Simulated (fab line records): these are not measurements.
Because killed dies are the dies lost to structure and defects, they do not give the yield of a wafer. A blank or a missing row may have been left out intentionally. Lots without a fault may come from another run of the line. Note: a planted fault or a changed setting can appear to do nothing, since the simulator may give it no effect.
A struck lot beside a sound one -- flow gf180mcu -- 14 steps out of a route of 602
Sound: the wafers L134.2, L134.4, L134.5. Wafers L133.1, L133.2, L133.3 were the ones struck. Last of all comes the cause.
Each step with rows lists, per side, the tool, then ch with its chambers, then its first start. Under that, the readings that differ: sound wafers -- struck wafers -- difference of the means -- sigmas: that difference in standard deviations of wafers without a fault.
alike: words and numbers the same on both sides, and readings whose means are apart by under 2 such deviations; not compared: readings that were withheld, readings missing a value for some wafer, numbers with overlapping values and no deviation given by the record, and bounds like >300 which may hide the same value.
A row with sigmas, a row that says differs or no value, or rows on one side alone: a step with any of these is where the two part. Numbers that don't overlap but have no deviation are shown without sigmas and don't part them. A reading that every wafer of one side lacks parts them only if that side has two wafers or more.

first, 5 steps without rows for these wafers: GF_V2_COAT_09 (resist thk 1000 nm); GF_V2_SOFTBAKE_10 (time 60 s); GF_V2_EXPOSE_11 (exposes mask Via2, target cd 260 nm); GF_V2_PEB_12 (peb time 90 s); GF_V2_DEVELOP_13 (develop time 60 s).
GF_V2_CD_MEAS_14 targets a cd of 260 nm.
  struck on cd sem-02, day 26 11:42; sound on cd sem-02, day 26 20:10
  alike: cd nm
GF_V2_OVL_MEAS_15:
  struck on overlay-01, day 26 11:49; sound on overlay-01, day 26 20:17
  alike: V2_OVL
GF_V2_ETCH_16: etches BARC in N2/H2.
  sound on rie diel-02 ch 0,1, day 26 20:19; struck on rie diel-03 ch 0,1,3, day 26 11:52
  alike: drypump motor current A, oes product au, throttle valve pct
GF_V2_ETCH_17: etches SiO2 in C4F8/O2/Ar, stops on TiN, target depth 630 nm.
  sound on rie diel-02 ch 0,1; struck on rie diel-03 ch 0,1,3
  alike: oes product au
GF_V2_STRIP_18: strips in O2/N2.
  sound on plasma asher-01 ch 0, day 26 20:26; struck on plasma asher-01 ch 0,1, day 26 11:59
  alike: drypump motor current A, heater power w, oes product au
  not compared: rf hours counter h
then, 2 steps without rows for these wafers: GF_V2_STRIP_19 (strips in post etch residue remover, time 1200 s); GF_V2_CLEAN_20 (cleans in DIW).
GF_V2_SPUTTER_21: material Ti, target thk 15 nm, time 80.02 s.
  struck on pvd sputter-03, day 26 12:32; sound on pvd sputter-03, day 26 20:59
  no value came back on the struck wafers for cathode dc power W (W), chamber pressure pa (Pa), throttle valve pct (%), time s (s); on the sound wafers cathode dc power W (W) reads 2500.1 2499.8 2500.0
GF_V2_SPUTTER_22: material TiN, target thk 10 nm, time 40 s.
  struck on pvd sputter-03, day 26 12:35; sound on pvd sputter-03, day 26 21:02
  alike: cathode dc power W, chamber pressure pa, throttle valve pct

WHERE THEY PART
At GF_V2_SPUTTER_21 and nowhere else, as far as this record goes. Later steps at which nothing parts them and some readings are alike: GF_V2_SPUTTER_22.

WHY: whatever the simulator had introduced
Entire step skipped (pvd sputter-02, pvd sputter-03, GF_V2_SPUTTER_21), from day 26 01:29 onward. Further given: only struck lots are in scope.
